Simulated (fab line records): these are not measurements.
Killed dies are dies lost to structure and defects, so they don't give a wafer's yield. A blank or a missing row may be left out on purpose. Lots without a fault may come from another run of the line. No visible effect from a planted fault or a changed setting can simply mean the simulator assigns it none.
Problem report, 8D (eight disciplines) form, completed by code -- flow gf180mcu -- the parts of the form that need people (team, actions taken, sign-off) are left out

## 1. WHAT WENT WRONG
At GF_MVPSD_STRIP_10, strip-time-to-endpoint-s averages 35.69 s over 6 wafers from 2 lots, while fault-free wafers read 36.95 s, standard deviation 0.092. Relative to the usual mean, that is a shift of -14 standard deviations.
The step: strips in O2/N2.
Seen first at day 7 07:35 on plasma-asher-02, wafer L499.3. At this step, 36 wafers from 12 lots have a number in the record. By rule, "out" or "out of limits" means more than 4 standard deviations away from the usual mean. The rest of the wafers with a number are treated as sound.

## 2. WHAT THIS IS AND IS NOT
question,is,is not
which readings at this step,strip-time-to-endpoint-s,platen-temp-c
which lots,"L499, L503","L491, L494, L495, L501, L504, L505, L506, L508, L511, L512"
which wafers of those lots,all that have a number,-
read on which tools,"plasma-asher-02, plasma-asher-03",plasma-asher-04
when,from day 7 07:35,"up to then (9 sound wafers); but 21 sound wafers of L501, L504, L505, L506, L508, L511, L512 came after"

## 3. SUSPECTS, AND WHAT RULES EACH OUT
Counting: a tool stays on the suspect list if, at a process step up to the reading, it processed all lots that are out and no sound lot following the first of them.
- litho-track-04 at GF_MVPSD_COAT_02 (resist thk 3000 nm): kept. It ran every lot that is out, first L499 (day 6 23:41), and no sound lot after that; its last sound lot up to then is L495 (day 6 03:02).
The count leaves litho-track-04 at GF_MVPSD_COAT_02.

## 4. THE CAUSE (what the simulator had put in)
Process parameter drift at GF_MVPSD_COAT_02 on litho-track-04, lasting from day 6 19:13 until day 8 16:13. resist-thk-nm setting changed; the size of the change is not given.
Only this tool survived the counting.

## 5. THE EFFECT CHAIN, in route order
Rows list readings where the struck wafers' mean (over those with a number) sits beyond 3 standard deviations from the usual. Only readings for which the record gives a usual standard deviation are gone through. hours: the time from each lot's start at the first step in this table that gives one to its start at this step, as a median over the lots. sigmas: the change in usual standard deviations.
hours,step,reading,usual,on struck wafers,change,sigmas
0,GF_MVPSD_STRIP_10,strip-time-to-endpoint-s,36.95 s,35.69,-1.27,-14
The process steps in it:
- GF_MVPSD_STRIP_10: strips in O2/N2.
Later steps that measure or inspect, where all struck wafers having a row at the step show a number for every such reading and not one has moved that far: GF_VT_IMPLANT_OVL_MEAS_18.

## 6. HOW IT WOULD HAVE BEEN CAUGHT EARLIER
In this record the first reading out of limits was taken at day 7 07:35, 12 hours after the fault began at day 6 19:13.
An alarm limit of 4 standard deviations would not have fired on the tool readings at GF_MVPSD_COAT_02 for which the record gives a usual standard deviation, since none of them was out on any struck wafer.
Among the 2 lots that are out, L503 began GF_MVPSD_COAT_02 on litho-track-04 after day 7 07:35. Holding the tool at that time would have saved it.
